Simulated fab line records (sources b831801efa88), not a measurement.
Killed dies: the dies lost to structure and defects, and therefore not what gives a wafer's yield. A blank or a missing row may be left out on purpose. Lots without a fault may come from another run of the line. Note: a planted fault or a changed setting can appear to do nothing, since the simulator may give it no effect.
Which of the tools did it?	flow gf180mcu	14 lots, 42 wafers sampled, at 4 steps of a route of 602

== WHAT THE GAUGES SHOWED, per wafer ==
GF_HV_LDD_THK_MEAS_55.
lot	measured	on	HV_LDD_CVD_54_THK (nm)
L570	day 12 07:39	film_metro-01	9.79 9.91 9.78
L571	day 12 16:06	film_metro-01	9.92 9.83 9.91
L574	day 13 16:17	film_metro-03	9.85 9.91 9.78
L575	day 14 02:26	film_metro-03	9.92 10.01 9.92
L582	day 16 18:14	film_metro-04	10.21 10.30 10.18
L583	day 17 01:36	film_metro-04	10.02 10.12 10.08
L585	day 17 22:09	film_metro-01	9.93 9.92 9.79
L586	day 18 01:58	film_metro-04	9.97 10.05 10.09
L587	day 18 01:58	film_metro-03	9.97 10.04 10.22
L588	day 18 15:12	film_metro-04	9.95 10.02 9.98
L589	day 18 17:34	film_metro-01	10.05 10.12 10.06
L590	day 19 10:47	film_metro-04	10.29 10.44 10.23
L591	day 19 12:20	film_metro-03	10.11 10.26 10.10
L592	day 19 18:37	film_metro-04	10.38 10.38 10.44

GF_M1_THK_MEAS_06: measures by xrf.
lot	measured	on	M1_ALCU_THK (nm)
L570	day 16 00:35	film_metro-02	458 454 453
L571	day 16 08:41	film_metro-03	456 452 450
L574	day 17 11:56	film_metro-02	462 471 463
L575	day 18 00:30	film_metro-02	449 455 455
L582	day 20 22:41	film_metro-03	463 455 458
L583	day 21 06:33	film_metro-04	457 449 449
L585	day 22 03:32	film_metro-02	462 456 460
L586	day 22 07:31	film_metro-03	458 452 451
L587	day 22 08:41	film_metro-02	450 459 458
L588	day 22 18:40	film_metro-04	452 456 455
L589	day 22 21:25	film_metro-02	453 456 453
L590	day 23 15:18	film_metro-03	458 461 459
L591	day 23 16:29	film_metro-02	466 458 464
L592	day 23 22:02	film_metro-04	460 454 459

== WHICH TOOL RAN EACH LOT (tool, then ch and the chambers of the sampled wafers, then the start) ==
lot	GF_MVPSD_DEVELOP_06	GF_M1_SPUTTER_04
L570	litho_track-01 ch 0, day 4 23:00	pvd_sputter-02, day 16 00:25
L571	litho_track-02 ch 0, day 5 03:00	pvd_sputter-02, day 16 08:31
L574	litho_track-04, day 6 00:00	pvd_sputter-02, day 17 11:47
L575	litho_track-02, day 6 06:00	pvd_sputter-02, day 18 00:20
L582	litho_track-02 ch 0, day 8 03:00	pvd_sputter-03, day 20 22:31
L583	litho_track-04 ch 0, day 8 09:00	pvd_sputter-02, day 21 06:23
L585	litho_track-01 ch 0, day 9 00:00	pvd_sputter-02, day 22 03:22
L586	litho_track-02 ch 0, day 9 01:00	pvd_sputter-04, day 22 07:20
L587	litho_track-04 ch 0, day 9 06:00	pvd_sputter-03, day 22 08:31
L588	litho_track-02 ch 0, day 9 11:00	pvd_sputter-02, day 22 18:30
L589	litho_track-04 ch 0, day 9 16:00	pvd_sputter-03, day 22 21:16
L590	litho_track-02 ch 0, day 10 05:00	pvd_sputter-02, day 23 15:08
L591	litho_track-04 ch 0, day 10 07:00	pvd_sputter-03, day 23 16:20
L592	litho_track-04 ch 0, day 10 12:00	pvd_sputter-02, day 23 21:51
- GF_MVPSD_DEVELOP_06: develop time 60 s.
- GF_M1_SPUTTER_04: material TiN, target thk 50 nm, time 41.7 s.

== WHAT THE TOOLS THEMSELVES READ (means of the sampled wafers that have a number; where no wafer has one, the mark that the record gives instead) ==
GF_MVPSD_DEVELOP_06.
lot	tool	chill_plate_temp_C (C)
L570	litho_track-01	22.99
L571	litho_track-02	23.18
L574	litho_track-04	-
L575	litho_track-02	-
L582	litho_track-02	22.80
L583	litho_track-04	22.97
L585	litho_track-01	22.98
L586	litho_track-02	22.98
L587	litho_track-04	22.92
L588	litho_track-02	22.92
L589	litho_track-04	23.11
L590	litho_track-02	22.94
L591	litho_track-04	23.06
L592	litho_track-04	23.00

GF_M1_SPUTTER_04.
lot	tool	throttle_valve_pct (%)
L570	pvd_sputter-02	31.4
L571	pvd_sputter-02	30.4
L574	pvd_sputter-02	30.0
L575	pvd_sputter-02	30.5
L582	pvd_sputter-03	29.5
L583	pvd_sputter-02	30.5
L585	pvd_sputter-02	31.1
L586	pvd_sputter-04	30.3
L587	pvd_sputter-03	29.7
L588	pvd_sputter-02	30.0
L589	pvd_sputter-03	30.2
L590	pvd_sputter-02	30.0
L591	pvd_sputter-03	30.0
L592	pvd_sputter-02	30.5

== THE ANSWER, worked out from the rows above alone ==
Rule: the lots themselves supply what counts as usual. The widest of any qualifying gaps counts: lots, ordered by their means at a reading, are off when they make up no more than a third of the lots, leave a main group of 4 or more, and stand apart from it by 3 or more times the standard deviation of that group's means. A main group is skipped when, at the precision printed for the reading in the tables above, its means are all equal. Also off: a lot with no number at a reading for which 4 or more lots have one. Any other lot the step has rows for is counted as sound. First the gauges in route order, then the tools' own readings, where a lot's mean is used as printed above. The first step at which some lot is off is used, and at that step the reading that is off furthest; a lot without a number counts as furthest.
Off, at GF_MVPSD_DEVELOP_06 on chill_plate_temp_C: L574, L575. Without a number there: L574, L575. The main group has a mean of 22.99 C with a standard deviation of 0.093.
If a tool, at that step or one of the process steps before it, ran each lot that is off and ran no sound lot following the first of them, it fits. Of those tried, none fits.

== WHAT THE SIMULATOR HAD INSERTED ==
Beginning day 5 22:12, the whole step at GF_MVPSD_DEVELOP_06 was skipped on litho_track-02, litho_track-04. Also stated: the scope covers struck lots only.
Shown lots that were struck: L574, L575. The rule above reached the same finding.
